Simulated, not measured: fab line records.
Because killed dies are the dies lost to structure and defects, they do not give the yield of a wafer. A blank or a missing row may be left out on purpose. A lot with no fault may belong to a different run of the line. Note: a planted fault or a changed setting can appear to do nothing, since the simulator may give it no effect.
The same fault as seen by 2 desks || flow sky130 || each desk has only its own numbers; what lay behind them comes last

AT THE TOOL OWNER'S DESK: pvdSputter-01
At SKY_CAP2M_SPUTTER_02 (material TiN, target thk 200 nm, time 166.7 s) the tool's own readings: per lot run on this tool, the mean of the sampled wafers that have a number. Marked OUT: a lot whose mean sits more than 4 standard deviations from the usual mean, which makes it out of limits; the brackets give that distance.
Columns: A = throttleValvePct at SKY_CAP2M_SPUTTER_02, usual 30.0 %
{"lot": "L391", "first seen here": "day 42 19:37", "A": 30.3}
{"lot": "L394", "first seen here": "day 43 22:16", "A": 29.9}
{"lot": "L402", "first seen here": "day 46 01:40", "A": 30.8}
This desk's verdict: no lot among the 3 shows anything out of limits.

AT THE METROLOGY DESK
What the gauges read, lot by lot, whatever tool the lot ran on: means of the sampled wafers that have a number. Marked OUT: a lot whose mean sits more than 4 standard deviations from the usual mean, which makes it out of limits; the brackets give that distance. 7 of its 8 readings are shown, namely those furthest out on some lot.
Columns: A = VIA3_W_THK at SKY_VIA3_THK_MEAS_23, usual 412 nm; B = CAP2M_CVD_00_THK at SKY_CAP2M_THK_MEAS_01, usual 15.54 nm; C = CAP2M_TIN_RS at SKY_CAP2M_RS_MEAS_03, usual 6.91 ohm/sq; D = CAP2M_TIN_THK at SKY_CAP2M_THK_MEAS_04, usual 201.8 nm; E = CAP2M_OVL at SKY_CAP2M_OVL_MEAS_12, usual -0.3 nm; F = cdNm at SKY_METAL4_CD_MEAS_13, usual 300.1 nm; G = METAL4_OVL at SKY_METAL4_OVL_MEAS_14, usual 3 nm
{"lot": "L389", "first seen here": "day 42 04:33", "A": 408, "B": 15.42, "C": 6.84, "D": 204.7, "E": -2.7, "F": 298.7, "G": 1}
{"lot": "L391", "first seen here": "day 42 18:58", "A": 408, "B": 15.60, "C": 6.86, "D": 204.7, "E": 1.0, "F": 298.8, "G": 7}
{"lot": "L394", "first seen here": "day 43 21:33", "A": 417, "B": 15.40, "C": 6.89, "D": 202.4, "E": 0.5, "F": 300.2, "G": 6}
{"lot": "L402", "first seen here": "day 46 00:57", "A": 414, "B": 15.35, "C": 6.70, "D": 209.8, "E": 0.3, "F": 298.6, "G": 0}
{"lot": "L403", "first seen here": "day 46 01:32", "A": 416, "B": 15.81, "C": 6.79, "D": 204.2, "E": -0.1, "F": 297.8, "G": 9}
This desk's verdict: no lot among the 5 shows anything out of limits.

BROUGHT TOGETHER
The desk of the tool owner found nothing out of limits.
At the metrology desk, nothing out of limits was observed.

WHAT HAD BEEN PUT IN BY THE SIMULATOR
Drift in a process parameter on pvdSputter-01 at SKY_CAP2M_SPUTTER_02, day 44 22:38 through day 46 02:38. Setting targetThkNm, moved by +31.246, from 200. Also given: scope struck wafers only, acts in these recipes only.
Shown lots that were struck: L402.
